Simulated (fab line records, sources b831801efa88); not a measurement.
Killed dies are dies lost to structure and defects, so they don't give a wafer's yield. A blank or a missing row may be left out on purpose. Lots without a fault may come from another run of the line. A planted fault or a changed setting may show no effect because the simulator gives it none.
fab line records | flow gf180mcu
record lots=5 wafers=15 last_day=33
route steps=602 shown HV_LDD@198
lots that met no fault: from a run of the same line without faults
start_h: hours from the record's first day to the start of the lot's first wafer shown | wait_h: hours since the lot's step before | " the same as in the row above | L1.1+2: a row that stands for several wafers | - no value, or no start given | * or withheld: withheld | < > ~ a bound
route shown NAME@n: a module of which the file shows steps, and the number in the route of the first | usual: mean/standard deviation of fault-free wafers | same: alike in all rows | chamber/n: place in a boat | sites: the reading at each site | _std_site: their standard deviation | _edge_site: outer sites' mean less inner sites' | radius_mm: how far each site lies from the wafer's centre | mask NAME#n: copy n | behind: the tool/chamber that last shaped the wafer | hold: why the lot was held/for how many hours/how that ended | device: the transistor (n, p or np) that didn't switch | end of line: the same wafers' tests at the end of the route | a step without rows: its recipe alone | killed: dies lost to structure and defects at the first sort, not the wafer's yield | map: a wafer's dies, x killed, . not, _ none there
set.NAME: the setting as run; set.NAME@STEP: as run at that earlier step | model.NAME: the simulator's own value behind a step, which no gauge read
lots at some steps of the route; a table a step, a row a wafer
services: from which hour (start_h, from the record's first day; less than 0 if before it) a tool's chamber was out of use, for how many hours, and why
## steps
# step GF_HV_LDD_STRIP_22
# recipe chemistry=O2/N2 power_w=1400 pressure_mtorr=1500 platen_temp_c=250 o2_flow_sccm=3000 n2_flow_sccm=300 overash_fraction=0.5
# usual drypump_motor_current_A=5.3/0.73 heater_power_w=294/26 n2_flow_sccm=300.0/0.92 oes_product_au=0.716/0.0045 strip_time_to_endpoint_s=12.63/0.039
# columns lot.wafer tool chamber start_h wait_h drypump_motor_current_A heater_power_w n2_flow_sccm oes_product_au rf_hours_counter_h strip_time_to_endpoint_s
L087.4 plasma_asher-04 0 329.20 0.1 4.7 313 300.0 0.707 - 12.60
L087.5 " 1 " " 5.1 258 300.0 0.712 - 12.58
L087.6 " 0 " " 4.7 314 297.7 0.712 - 12.63
L089.1 plasma_asher-04 1 351.48 0.1 5.1 258 299.7 0.719 70 12.60
L089.2 " 0 " " 4.7 311 301.5 0.717 70 12.60
L089.5 " 1 " " 5.1 263 300.1 0.717 - 12.57
L091.2 plasma_asher-02 1 368.83 0.1 6.5 272 301.3 0.712 25 12.59
L091.3 " 1 " " 6.6 264 300.6 0.717 - 12.61
L091.4 " 0 " " 4.8 305 300.4 0.715 - 12.64
L093.1 plasma_asher-04 0 379.53 0.1 4.7 317 300.0 0.719 73 12.56
L093.3 " 0 " " 4.7 323 299.2 0.710 - 12.59
L093.4 " 1 " " 5.1 257 301.7 0.719 - 12.58
L094.3 plasma_asher-04 0 384.55 0.1 4.7 315 300.5 0.718 - 12.63
L094.4 " 1 " " 5.1 258 297.5 0.712 - 12.65
L094.5 " 0 " " 4.7 317 299.4 0.718 - 12.65
# step GF_HV_LDD_TW_MEAS_23
# usual HV_LDD_2_TW=1070/9.1
# columns lot.wafer tool chamber start_h wait_h HV_LDD_2_TW
L087.4 film_metro-03 - 329.29 0.1 1071
L087.5 " - " " 1072
L087.6 " - " " 1083
L089.1 film_metro-03 - 351.58 0.1 1073
L089.2 " - " " 1076
L089.5 " - " " 1074
L091.2 film_metro-01 - 368.94 0.1 1078
L091.3 " - " " 1082
L091.4 " - " " 1079
L093.1 film_metro-01 - 379.63 0.1 1080
L093.3 " - " " 1083
L093.4 " - " " 1084
L094.3 film_metro-03 - 384.63 0.1 1074
L094.4 " - " " 1072
L094.5 " - " " 1072
# step GF_HV_LDD_DEHYDRATE_24
# recipe temp_c=200 time_s=60
# columns lot.wafer tool chamber start_h wait_h
L087.4+5+6 litho_track-04 0 339.43 10.1
L089.1+2+5 litho_track-03 0 362.22 10.6
L091.2+3+4 litho_track-04 0 379.48 10.5
L093.1+3+4 litho_track-04 0 390.96 11.3
L094.3+4+5 litho_track-01 0 395.38 10.7
# step GF_HV_LDD_HMDS_25
# recipe prime_time_s=60 prime_temp_c=120
# usual prime_temp_c=120.04/0.13
# columns lot.wafer tool chamber start_h wait_h prime_temp_c
L087.4 litho_track-04 0 339.58 0.1 120.04
L087.5 " 0 " " 119.95
L087.6 " 0 " " 120.08
L089.1 litho_track-03 0 362.37 0.1 120.26
L089.2 " 0 " " 120.02
L089.5 " 0 " " 119.86
L091.2 litho_track-04 0 379.63 0.1 120.08
L091.3 " 0 " " 120.03
L091.4 " 0 " " 120.02
L093.1 litho_track-04 0 391.11 0.1 120.14
L093.3 " 0 " " 120.01
L093.4 " 0 " " 119.87
L094.3 litho_track-01 0 395.53 0.1 120.27
L094.4 " 0 " " 120.03
L094.5 " 0 " " 120.10
# step GF_HV_LDD_COAT_26
# recipe resist=NOVOLAK spin_rpm=3000 resist_thk_nm=1000
# usual dispense_pressure_kPa=49.0/2.4
# columns lot.wafer tool chamber start_h wait_h dispense_pressure_kPa
L087.4 litho_track-04 0 339.73 0.1 49.1
L087.5 " 0 " " 49.1
L087.6 " 0 " " 49.0
L089.1 litho_track-03 0 362.52 0.1 51.7
L089.2 " 0 " " 51.7
L089.5 " 0 " " 51.7
L091.2 litho_track-04 0 379.78 0.1 49.1
L091.3 " 0 " " 49.1
L091.4 " 0 " " 49.0
L093.1 litho_track-04 0 391.26 0.1 49.1
L093.3 " 0 " " 49.1
L093.4 " 0 " " 49.1
L094.3 litho_track-01 0 395.68 0.1 44.8
L094.4 " 0 " " 44.8
L094.5 " 0 " " 44.8
# step GF_HV_LDD_SOFTBAKE_27
# recipe temp_c=90 time_s=60 resist=NOVOLAK
# columns lot.wafer tool chamber start_h wait_h
L087.4+5+6 litho_track-04 0 339.88 0.1
L089.1+2+5 litho_track-03 0 362.67 0.1
L091.2+3+4 litho_track-04 0 379.93 0.1
L093.1+3+4 litho_track-04 0 391.41 0.1
L094.3+4+5 litho_track-01 0 395.83 0.1
# step GF_HV_LDD_EXPOSE_28
# recipe mask_id=Nplus_HV_AREA target_cd_nm=400 na=0.6 source_shape=conventional sigma_outer=0.6 dose_mj=140
# usual reticle_temp_C=23.02/0.1 stage_vel_mm_s=500.10/0.26
# columns lot.wafer tool chamber start_h wait_h mask reticle_temp_C stage_vel_mm_s
L087.4 iline_stepper-02 0 - - Nplus_HV_AREA#0 23.00 500.21
L087.5 " 0 " " Nplus_HV_AREA#0 22.85 500.24
L087.6 " 0 " " Nplus_HV_AREA#0 23.05 500.35
L089.1 iline_stepper-02 0 - - Nplus_HV_AREA#0 23.01 499.74
L089.2 " 0 " " Nplus_HV_AREA#0 22.84 499.90
L089.5 " 0 " " Nplus_HV_AREA#0 22.78 500.02
L091.2 iline_stepper-01 0 - - Nplus_HV_AREA#0 23.02 500.20
L091.3 " 0 " " Nplus_HV_AREA#0 23.13 500.32
L091.4 " 0 " " Nplus_HV_AREA#0 23.14 500.16
L093.1 iline_stepper-01 0 - - Nplus_HV_AREA#0 22.83 500.28
L093.3 " 0 " " Nplus_HV_AREA#0 22.93 500.24
L093.4 " 0 " " Nplus_HV_AREA#0 22.92 500.11
L094.3 iline_stepper-01 0 - - Nplus_HV_AREA#0 23.00 500.11
L094.4 " 0 " " Nplus_HV_AREA#0 22.92 500.01
L094.5 " 0 " " Nplus_HV_AREA#0 22.96 499.87
# step GF_HV_LDD_PEB_29
# recipe temp_c=withheld time_s=* resist=NOVOLAK
# columns lot.wafer tool chamber start_h wait_h
L087.4+5+6 litho_track-01 0 - -
L089.1+2+5 litho_track-04 0 - -
L091.2+3+4 litho_track-04 0 - -
L093.1+3+4 litho_track-03 0 - -
L094.3+4+5 litho_track-01 0 - -
# step GF_HV_LDD_DEVELOP_30
# recipe develop_time_s=60 dev_temp_c=23
# columns lot.wafer tool chamber start_h wait_h
L087.4+5+6 litho_track-01 0 350.76 0.1
L089.1+2+5 litho_track-04 0 374.16 0.1
L091.2+3+4 litho_track-04 0 391.73 0.1
L093.1+3+4 litho_track-03 0 402.67 0.1
L094.3+4+5 litho_track-01 0 407.48 0.1
# step GF_HV_LDD_CD_MEAS_31
# recipe target_cd_nm=400
# usual cd_nm=400.1/2.3
# columns lot.wafer tool chamber start_h wait_h cd_nm
L087.4 cd_sem-01 - 350.89 0.1 399.3
L087.5 " - " " 401.0
L087.6 " - " " 403.1
L089.1 cd_sem-02 - 374.31 0.1 397.5
L089.2 " - " " 398.2
L089.5 " - " " 398.8
L091.2 cd_sem-02 - 391.88 0.1 404.4
L091.3 " - " " 403.2
L091.4 " - " " 403.8
L093.1 cd_sem-02 - 402.82 0.1 401.8
L093.3 " - " " 400.9
L093.4 " - " " 401.2
L094.3 cd_sem-02 - 407.62 0.1 402.1
L094.4 " - " " 402.1
L094.5 " - " " 404.9
# step GF_HV_LDD_OVL_MEAS_32
# usual HV_LDD_02_OVL=0.2/1.7
# columns lot.wafer tool chamber start_h wait_h HV_LDD_02_OVL[nm]
L087.4 overlay-01 - 350.97 0.1 -0.8
L087.5 " - " " 1.6
L087.6 " - " " 1.1
L089.1 overlay-02 - 374.43 0.1 0.7
L089.2 " - " " -0.4
L089.5 " - " " 1.2
L091.2 overlay-01 - 391.98 0.1 1.1
L091.3 " - " " 0.9
L091.4 " - " " 1.5
L093.1 overlay-02 - 402.94 0.1 -0.2
L093.3 " - " " 0.7
L093.4 " - " " -1.4
L094.3 overlay-02 - 407.71 0.1 -2.7
L094.4 " - " " -3.1
L094.5 " - " " -3.1
# step GF_HV_LDD_IMPLANT_33
# recipe species=P energy_kev=60 dose_cm2=7.5e+12 tilt_deg=30 rotation_deg=0
# usual beam_energy_keV=59.999/0.02
# columns lot.wafer tool chamber start_h wait_h beam_energy_keV
L087.4 implanter-04 0 351.06 0.1 60.031
L087.5 " 0 " " 59.983
L087.6 " 0 " " 59.989
L089.1 implanter-04 0 374.46 0.0 60.006
L089.2 " 0 " " 60.026
L089.5 " 0 " " 60.040
L091.2 implanter-02 0 392.04 0.0 60.018
L091.3 " 0 " " 60.019
L091.4 " 0 " " 60.003
L093.1 implanter-02 0 402.98 0.0 60.009
L093.3 " 0 " " 59.995
L093.4 " 0 " " 60.023
L094.3 implanter-01 0 407.79 0.1 59.985
L094.4 " 0 " " 59.988
L094.5 " 0 " " 60.009
# step GF_HV_LDD_IMPLANT_34
# recipe species=P energy_kev=60 dose_cm2=7.5e+12 tilt_deg=30 rotation_deg=90
# usual beam_energy_keV=59.995/0.022
# columns lot.wafer tool chamber start_h wait_h beam_energy_keV
L087.4 implanter-04 0 351.21 0.1 59.999
L087.5 " 0 " " 59.997
L087.6 " 0 " " 60.034
L089.1 implanter-04 0 374.61 0.1 60.011
L089.2 " 0 " " 59.988
L089.5 " 0 " " 59.989
L091.2 implanter-02 0 392.19 0.1 59.971
L091.3 " 0 " " 59.981
L091.4 " 0 " " 59.973
L093.1 implanter-02 0 403.13 0.1 59.969
L093.3 " 0 " " 59.952
L093.4 " 0 " " 59.955
L094.3 implanter-01 0 407.94 0.1 59.949
L094.4 " 0 " " 59.951
L094.5 " 0 " " 59.964
# step GF_HV_LDD_IMPLANT_35
# recipe species=P energy_kev=58.2 dose_cm2=7.5e+12 tilt_deg=30 rotation_deg=180
# usual beam_energy_keV=58.202/0.021
# columns lot.wafer tool chamber start_h wait_h beam_energy_keV
L087.4 implanter-04 0 351.36 0.1 58.223
L087.5 " 0 " " 58.212
L087.6 " 0 " " 58.191
L089.1 implanter-04 0 374.76 0.1 58.183
L089.2 " 0 " " 58.211
L089.5 " 0 " " 58.204
L091.2 implanter-02 0 392.34 0.1 58.195
L091.3 " 0 " " 58.198
L091.4 " 0 " " 58.216
L093.1 implanter-02 0 403.28 0.1 58.209
L093.3 " 0 " " 58.221
L093.4 " 0 " " 58.182
L094.3 implanter-01 0 408.09 0.1 58.192
L094.4 " 0 " " 58.191
L094.5 " 0 " " 58.169
# step GF_HV_LDD_IMPLANT_36
# recipe species=P energy_kev=60 dose_cm2=7.5e+12 tilt_deg=30 rotation_deg=270
# usual beam_energy_keV=60.001/0.019
# columns lot.wafer tool chamber start_h wait_h beam_energy_keV
L087.4 implanter-04 0 351.51 0.1 60.001
L087.5 " 0 " " 59.963
L087.6 " 0 " " 59.984
L089.1 implanter-04 0 374.91 0.1 60.013
L089.2 " 0 " " 59.998
L089.5 " 0 " " 59.995
L091.2 implanter-02 0 392.49 0.1 60.036
L091.3 " 0 " " 60.029
L091.4 " 0 " " 60.045
L093.1 implanter-02 0 403.43 0.1 60.005
L093.3 " 0 " " 60.025
L093.4 " 0 " " 59.968
L094.3 implanter-01 0 408.24 0.1 60.000
L094.4 " 0 " " 59.992
L094.5 " 0 " " 59.984
# step GF_HV_LDD_STRIP_37
# recipe chemistry=O2/N2 power_w=1400 pressure_mtorr=1500 platen_temp_c=250 o2_flow_sccm=3000 n2_flow_sccm=300 overash_fraction=0.5
# usual drypump_motor_current_A=5.4/0.75 heater_power_w=298/23 n2_flow_sccm=300.0/0.84 oes_product_au=0.716/0.0051 strip_time_to_endpoint_s=12.62/0.031
# columns lot.wafer tool chamber start_h wait_h drypump_motor_current_A heater_power_w n2_flow_sccm oes_product_au rf_hours_counter_h strip_time_to_endpoint_s
L087.4 plasma_asher-01 0 351.62 0.1 6.3 320 299.7 0.719 - 12.65
L087.5 " 1 " " 4.9 311 299.2 0.718 - 12.57
L087.6 " 0 " " 6.4 329 300.0 0.714 - 12.63
L089.1 plasma_asher-01 1 375.06 0.1 4.9 304 300.8 0.714 75 12.64
L089.2 " 0 " " 6.3 312 299.6 0.714 75 12.62
L089.5 " 0 " " 6.3 318 298.7 0.720 - 12.63
L091.2 plasma_asher-02 0 392.61 0.1 4.8 309 300.3 0.714 27 12.57
L091.3 " 0 " " 4.8 304 301.0 0.710 - 12.61
L091.4 " 1 " " 6.6 267 300.9 0.718 - 12.60
L093.1 plasma_asher-04 1 403.58 0.1 5.1 261 300.4 0.718 76 12.61
L093.3 " 1 " " 5.1 258 300.9 0.710 - 12.63
L093.4 " 0 " " 4.7 312 299.1 0.719 - 12.61
L094.3 plasma_asher-04 0 408.37 0.1 4.7 313 300.3 0.720 - 12.58
L094.4 " 1 " " 5.1 258 300.6 0.710 - 12.59
L094.5 " 0 " " 4.7 306 299.9 0.707 - 12.58
# step GF_HV_LDD_TW_MEAS_38
# usual HV_LDD_3_TW=1437/11
# columns lot.wafer tool chamber start_h wait_h HV_LDD_3_TW
L087.4 film_metro-04 - 351.72 0.1 1427
L087.5 " - " " 1429
L087.6 " - " " 1432
L089.1 film_metro-03 - 375.16 0.1 1437
L089.2 " - " " 1432
L089.5 " - " " 1442
L091.2 film_metro-01 - 392.72 0.1 1458
L091.3 " - " " 1462
L091.4 " - " " 1452
L093.1 film_metro-03 - 403.68 0.1 1442
L093.3 " - " " 1436
L093.4 " - " " 1436
L094.3 film_metro-04 - 408.46 0.1 1420
L094.4 " - " " 1427
L094.5 " - " " 1426
# step GF_HV_LDD_DEHYDRATE_39
# recipe temp_c=200 time_s=60
# columns lot.wafer tool chamber start_h wait_h
L087.4+5+6 litho_track-01 0 362.61 10.9
L089.1+2+5 litho_track-01 0 386.18 11.0
L091.2+3+4 litho_track-04 0 403.58 10.8
L093.1+3+4 litho_track-01 0 415.38 11.7
L094.3+4+5 litho_track-04 0 419.61 11.1
# step GF_HV_LDD_HMDS_40
# recipe prime_time_s=60 prime_temp_c=120
# usual prime_temp_c=120.01/0.13
# columns lot.wafer tool chamber start_h wait_h prime_temp_c
L087.4 litho_track-01 0 362.76 0.1 120.31
L087.5 " 0 " " 120.11
L087.6 " 0 " " 120.03
L089.1 litho_track-01 0 386.33 0.1 120.00
L089.2 " 0 " " 119.78
L089.5 " 0 " " 120.06
L091.2 litho_track-04 0 403.73 0.1 119.92
L091.3 " 0 " " 119.92
L091.4 " 0 " " 119.82
L093.1 litho_track-01 0 415.53 0.1 119.85
L093.3 " 0 " " 119.81
L093.4 " 0 " " 119.98
L094.3 litho_track-04 0 419.76 0.1 120.06
L094.4 " 0 " " 120.10
L094.5 " 0 " " 120.09
# step GF_HV_LDD_COAT_41
# recipe resist=NOVOLAK spin_rpm=3000 resist_thk_nm=1000
# usual dispense_pressure_kPa=48.4/2.8
# columns lot.wafer tool chamber start_h wait_h dispense_pressure_kPa
L087.4 litho_track-01 0 362.91 0.1 44.9
L087.5 " 0 " " 44.8
L087.6 " 0 " " 44.8
L089.1 litho_track-01 0 386.48 0.1 44.8
L089.2 " 0 " " 44.8
L089.5 " 0 " " 44.8
L091.2 litho_track-04 0 403.88 0.1 49.0
L091.3 " 0 " " 49.1
L091.4 " 0 " " 49.1
L093.1 litho_track-01 0 415.68 0.1 44.8
L093.3 " 0 " " 44.8
L093.4 " 0 " " 44.8
L094.3 litho_track-04 0 419.91 0.1 49.1
L094.4 " 0 " " 49.1
L094.5 " 0 " " 49.1
# step GF_HV_LDD_SOFTBAKE_42
# recipe temp_c=90 time_s=60 resist=NOVOLAK
# columns lot.wafer tool chamber start_h wait_h
L087.4+5+6 litho_track-01 0 363.06 0.1
L089.1+2+5 litho_track-01 0 386.63 0.1
L091.2+3+4 litho_track-04 0 404.03 0.1
L093.1+3+4 litho_track-01 0 415.83 0.1
L094.3+4+5 litho_track-04 0 420.06 0.1
# step GF_HV_LDD_EXPOSE_43
# recipe mask_id=Pplus_HV_AREA target_cd_nm=400 na=0.6 source_shape=conventional sigma_outer=0.6 dose_mj=140
# usual reticle_temp_C=23.02/0.11 stage_vel_mm_s=500.0/0.31
# columns lot.wafer tool chamber start_h wait_h mask reticle_temp_C stage_vel_mm_s
L087.4 iline_stepper-01 0 - - Pplus_HV_AREA#0 23.10 500.1
L087.5 " 0 " " Pplus_HV_AREA#0 23.04 500.1
L087.6 " 0 " " Pplus_HV_AREA#0 23.13 500.3
L089.1 iline_stepper-02 0 - - Pplus_HV_AREA#0 22.85 500.0
L089.2 " 0 " " Pplus_HV_AREA#0 23.11 499.7
L089.5 " 0 " " Pplus_HV_AREA#0 22.93 499.9
L091.2 iline_stepper-02 0 - - Pplus_HV_AREA#0 22.85 500.2
L091.3 " 0 " " Pplus_HV_AREA#0 22.95 500.0
L091.4 " 0 " " Pplus_HV_AREA#0 22.84 500.3
L093.1 iline_stepper-01 0 - - Pplus_HV_AREA#0 22.98 500.0
L093.3 " 0 " " Pplus_HV_AREA#0 23.15 499.9
L093.4 " 0 " " Pplus_HV_AREA#0 23.08 500.0
L094.3 iline_stepper-02 0 - - Pplus_HV_AREA#0 23.13 500.1
L094.4 " 0 " " Pplus_HV_AREA#0 23.32 500.1
L094.5 " 0 " " Pplus_HV_AREA#0 23.05 499.9
# step GF_HV_LDD_PEB_44
# recipe temp_c=withheld time_s=* resist=NOVOLAK
# columns lot.wafer tool chamber start_h wait_h
L087.4+5+6 litho_track-04 0 - -
L089.1+2+5 litho_track-04 0 - -
L091.2+3+4 litho_track-03 0 - -
L093.1+3+4 litho_track-03 0 - -
L094.3+4+5 litho_track-03 0 - -
# step GF_HV_LDD_DEVELOP_45
# recipe develop_time_s=60 dev_temp_c=23
# columns lot.wafer tool chamber start_h wait_h
L087.4+5+6 litho_track-04 0 374.53 0.1
L089.1+2+5 litho_track-04 0 398.11 0.1
L091.2+3+4 litho_track-03 0 416.15 0.1
L093.1+3+4 litho_track-03 0 426.92 0.1
L094.3+4+5 litho_track-03 0 431.52 0.1
# step GF_HV_LDD_CD_MEAS_46
# recipe target_cd_nm=400
# usual cd_nm=400.5/2.1
# columns lot.wafer tool chamber start_h wait_h cd_nm
L087.4 cd_sem-01 - 374.67 0.1 401.1
L087.5 " - " " 401.8
L087.6 " - " " 400.4
L089.1 cd_sem-01 - 398.26 0.1 401.7
L089.2 " - " " 400.1
L089.5 " - " " 400.3
L091.2 cd_sem-02 - 416.29 0.1 400.5
L091.3 " - " " 401.2
L091.4 " - " " 400.6
L093.1 cd_sem-02 - 427.07 0.1 400.4
L093.3 " - " " 399.4
L093.4 " - " " 398.9
L094.3 cd_sem-01 - 431.66 0.1 401.8
L094.4 " - " " 400.9
L094.5 " - " " 400.9
# step GF_HV_LDD_OVL_MEAS_47
# usual HV_LDD_03_OVL=-1.1/1.5
# columns lot.wafer tool chamber start_h wait_h HV_LDD_03_OVL[nm]
L087.4 overlay-01 - 374.74 0.1 -0.7
L087.5 " - " " -0.9
L087.6 " - " " -1.9
L089.1 overlay-02 - 398.38 0.1 -2.7
L089.2 " - " " -1.9
L089.5 " - " " -2.3
L091.2 overlay-01 - 416.40 0.1 -0.9
L091.3 " - " " -1.0
L091.4 " - " " -1.8
L093.1 overlay-01 - 427.19 0.1 -1.2
L093.3 " - " " -1.6
L093.4 " - " " -0.7
L094.3 overlay-02 - 431.75 0.1 -3.3
L094.4 " - " " -1.9
L094.5 " - " " -1.7
# step GF_HV_LDD_IMPLANT_48
# recipe species=B energy_kev=25 dose_cm2=3e+13 tilt_deg=7
# usual beam_energy_keV=25.000/0.0079
# columns lot.wafer tool chamber start_h wait_h beam_energy_keV
L087.4 implanter-01 0 374.84 0.1 25.003
L087.5 " 0 " " 24.978
L087.6 " 0 " " 25.001
L089.1 implanter-02 0 398.41 0.0 24.991
L089.2 " 0 " " 24.996
L089.5 " 0 " " 24.987
L091.2 implanter-02 0 416.45 0.0 25.008
L091.3 " 0 " " 25.007
L091.4 " 0 " " 25.006
L093.1 implanter-02 0 427.23 0.0 25.005
L093.3 " 0 " " 25.021
L093.4 " 0 " " 25.000
L094.3 implanter-04 0 431.83 0.1 24.994
L094.4 " 0 " " 25.006
L094.5 " 0 " " 25.003
# step GF_HV_LDD_STRIP_49
# recipe chemistry=O2/N2 power_w=1400 pressure_mtorr=1500 platen_temp_c=250 o2_flow_sccm=3000 n2_flow_sccm=300 overash_fraction=0.5
# usual drypump_motor_current_A=5.4/0.77 heater_power_w=294/24 n2_flow_sccm=300.2/0.85 oes_product_au=0.716/0.0045 strip_time_to_endpoint_s=12.62/0.031
# columns lot.wafer tool chamber start_h wait_h drypump_motor_current_A heater_power_w n2_flow_sccm oes_product_au rf_hours_counter_h strip_time_to_endpoint_s
L087.4 plasma_asher-04 0 374.95 0.1 4.7 316 301.0 0.715 - 12.60
L087.5 " 1 " " 5.1 267 300.2 0.715 - 12.63
L087.6 " 0 " " 4.7 308 301.6 0.714 - 12.64
L089.1 plasma_asher-02 0 398.56 0.1 4.8 318 301.0 0.720 28 12.61
L089.2 " 1 " " 6.5 270 300.0 0.712 28 12.60
L089.5 " 1 " " 6.6 270 298.5 0.722 - 12.58
L091.2 plasma_asher-04 1 416.58 0.1 5.1 259 300.4 0.715 77 12.59
L091.3 " 1 " " 5.1 257 299.5 0.721 - 12.62
L091.4 " 0 " " 4.7 316 300.5 0.710 - 12.61
L093.1 plasma_asher-02 1 427.38 0.1 6.6 268 299.3 0.720 31 12.65
L093.3 " 0 " " 4.8 298 301.0 0.711 - 12.62
L093.4 " 1 " " 6.5 264 301.0 0.715 - 12.60
L094.3 plasma_asher-04 0 431.96 0.1 4.7 307 300.7 0.712 - 12.66
L094.4 " 1 " " 5.1 257 300.4 0.710 - 12.67
L094.5 " 1 " " 5.1 262 300.8 0.715 - 12.63
# step GF_HV_LDD_TW_MEAS_50
# usual HV_LDD_4_TW=571/3.4
# columns lot.wafer tool chamber start_h wait_h HV_LDD_4_TW
L087.4 film_metro-04 - 375.04 0.1 567
L087.5 " - " " 572
L087.6 " - " " 568
L089.1 film_metro-03 - 398.66 0.1 573
L089.2 " - " " 572
L089.5 " - " " 569
L091.2 film_metro-03 - 416.69 0.1 572
L091.3 " - " " 572
L091.4 " - " " 572
L093.1 film_metro-03 - 427.48 0.1 568
L093.3 " - " " 570
L093.4 " - " " 569
L094.3 film_metro-04 - 432.05 0.1 565
L094.4 " - " " 566
L094.5 " - " " 568
# step GF_HV_LDD_CLEAN_51
# recipe chemistry=SC1/SC2 mix=1:4:20 temp_c=70 time_s=150 dry=n2_spin
# columns lot.wafer tool chamber start_h wait_h
L087.4+5+6 wet_bench-03 3 375.07 0.0
L089.1+2+5 wet_bench-01 0 398.72 0.1
L091.2+3+4 wet_bench-03 1 416.74 0.0
L093.1+3+4 wet_bench-04 3 427.54 0.1
L094.3+4+5 wet_bench-01 2 432.09 0.0
# step GF_HV_LDD_RTA_52
# recipe temp_c=1000 time_s=10 ambient=N2
# usual lamp_power_pct=34.9/0.89 wafer_temp_C_max=1003.5/0.75
# columns lot.wafer tool chamber start_h wait_h lamp_power_pct wafer_temp_C_max
L087.4 rtp_anneal-01 0 375.16 0.0 36.4 1003.6
L087.5 " 0 " " 36.5 1003.8
L087.6 " 0 " " 36.5 1002.9
L089.1 rtp_anneal-01 0 398.78 0.0 36.5 1002.5
L089.2 " 0 " " 36.4 1003.3
L089.5 " 0 " " 36.5 1003.3
L091.2 rtp_anneal-02 0 416.80 0.0 34.4 1003.4
L091.3 " 0 " " 34.4 1004.2
L091.4 " 0 " " 34.4 1003.0
L093.1 rtp_anneal-02 0 427.59 0.0 34.4 1002.6
L093.3 " 0 " " 34.4 1002.4
L093.4 " 0 " " 34.4 1003.6
L094.3 rtp_anneal-02 0 432.17 0.0 34.4 1004.5
L094.4 " 0 " " 34.4 1003.4
L094.5 " 0 " " 34.4 1004.6
# step GF_HV_LDD_RS_MEAS_53
# recipe thk_meas_gauge=four-point-probe
# usual HV_LDD_RS=419.2/0.92
# columns lot.wafer tool chamber start_h wait_h HV_LDD_RS[ohm/sq]
L087.4 film_metro-04 - 375.25 0.1 420.4
L087.5 " - " " 419.9
L087.6 " - " " 419.1
L089.1 film_metro-03 - 398.84 0.1 419.6
L089.2 " - " " 418.6
L089.5 " - " " 418.6
L091.2 film_metro-04 - 416.88 0.1 420.1
L091.3 " - " " 420.8
L091.4 " - " " 419.6
L093.1 film_metro-01 - 427.66 0.1 419.8
L093.3 " - " " 420.0
L093.4 " - " " 418.6
L094.3 film_metro-01 - 432.25 0.1 418.8
L094.4 " - " " 419.4
L094.5 " - " " 419.7
# step GF_HV_LDD_CVD_54
# recipe material=SiO2 target_thk_nm=10 precursor=TEOS temp_c=680 time_s=75 pressure_mtorr=400
# usual spike_tc_centre_C=681.0/1.4
# columns lot.wafer tool chamber start_h wait_h spike_tc_centre_C
L087.4 lpcvd-02 1 375.31 0.0 681.1
L087.5 " 1 " " 681.7
L087.6 " 1 " " 682.1
L089.1 lpcvd-01 1 398.96 0.1 678.0
L089.2 " 1 " " 679.2
L089.5 " 1 " " 679.2
L091.2 lpcvd-02 0 416.98 0.1 680.8
L091.3 " 0 " " 680.5
L091.4 " 0 " " 681.8
L093.1 lpcvd-02 1 427.78 0.1 680.5
L093.3 " 1 " " 683.2
L093.4 " 1 " " 681.8
L094.3 lpcvd-01 0 432.33 0.1 678.8
L094.4 " 0 " " 679.8
L094.5 " 0 " " 678.7
# step GF_HV_LDD_THK_MEAS_55
# recipe reads=SiO2_of_HV_LDD_CVD_54
# usual HV_LDD_CVD_54_THK=9.95/0.14
# columns lot.wafer tool chamber start_h wait_h HV_LDD_CVD_54_THK[nm]
L087.4 film_metro-03 - 376.36 0.0 9.74
L087.5 " - " " 9.74
L087.6 " - " " 9.73
L089.1 film_metro-04 - 399.98 0.0 9.88
L089.2 " - " " 9.93
L089.5 " - " " 9.93
L091.2 film_metro-04 - 418.01 0.0 10.18
L091.3 " - " " 10.06
L091.4 " - " " 10.10
L093.1 film_metro-03 - 428.80 0.0 10.11
L093.3 " - " " 10.17
L093.4 " - " " 10.07
L094.3 film_metro-04 - 433.37 0.0 9.96
L094.4 " - " " 10.09
L094.5 " - " " 10.01
# step GF_HV_LDD_CVD_56
# recipe material=Si3N4 precursor=DCS/NH3 target_thk_nm=90 temp_c=770 time_s=1543 pressure_mtorr=250
# usual spike_tc_centre_C=770.8/1.2
# columns lot.wafer tool chamber start_h wait_h spike_tc_centre_C
L087.4 lpcvd-01 0 376.39 0.0 770.5
L087.5 " 0 " " 768.9
L087.6 " 0 " " 769.6
L089.1 lpcvd-02 1 400.04 0.1 770.3
L089.2 " 1 " " 773.3
L089.5 " 1 " " 773.0
L091.2 lpcvd-02 0 418.06 0.0 770.5
L091.3 " 0 " " 770.3
L091.4 " 0 " " 770.9
L093.1 lpcvd-01 1 428.86 0.1 770.2
L093.3 " 1 " " 770.9
L093.4 " 1 " " 768.7
L094.3 lpcvd-01 1 433.41 0.0 770.4
L094.4 " 1 " " 770.2
L094.5 " 1 " " 770.5
# step GF_HV_LDD_THK_MEAS_57
# recipe reads=Si3N4_of_HV_LDD_CVD_56
# usual HV_LDD_CVD_56_THK=89.7/0.87
# columns lot.wafer tool chamber start_h wait_h HV_LDD_CVD_56_THK[nm]
L087.4 film_metro-04 - 377.85 0.0 89.3
L087.5 " - " " 89.9
L087.6 " - " " 88.7
L089.1 film_metro-04 - 402.19 0.0 88.6
L089.2 " - " " 88.3
L089.5 " - " " 88.9
L091.2 film_metro-03 - 419.49 0.0 90.0
L091.3 " - " " 90.3
L091.4 " - " " 90.7
L093.1 film_metro-04 - 430.28 0.0 88.1
L093.3 " - " " 88.6
L093.4 " - " " 88.3
L094.3 film_metro-03 - 434.86 0.0 89.7
L094.4 " - " " 89.7
L094.5 " - " " 89.9
## services
# columns tool chamber start_h hours kind
plasma_asher-04 - 306.02 0.6 repair
iline_stepper-01 - 334.80 13.8 repair
implanter-02 - 336.17 4.9 pm
plasma_asher-02 - 359.97 2.8 pm
iline_stepper-02 - 365.26 1.7 pm
iline_stepper-01 - 370.32 1.7 pm
implanter-04 - 380.53 5.8 repair
implanter-04 - 397.06 3.7 pm
iline_stepper-01 - 404.10 2.7 repair
iline_stepper-02 - 413.85 4.3 pm
plasma_asher-01 - 415.35 15.6 pm
implanter-01 - 426.31 2.1 repair
plasma_asher-01 - 430.95 9.0 pm
plasma_asher-01 0 430.95 9.0 vent_cycle
plasma_asher-01 1 430.95 9.0 vent_cycle
## key
fault none
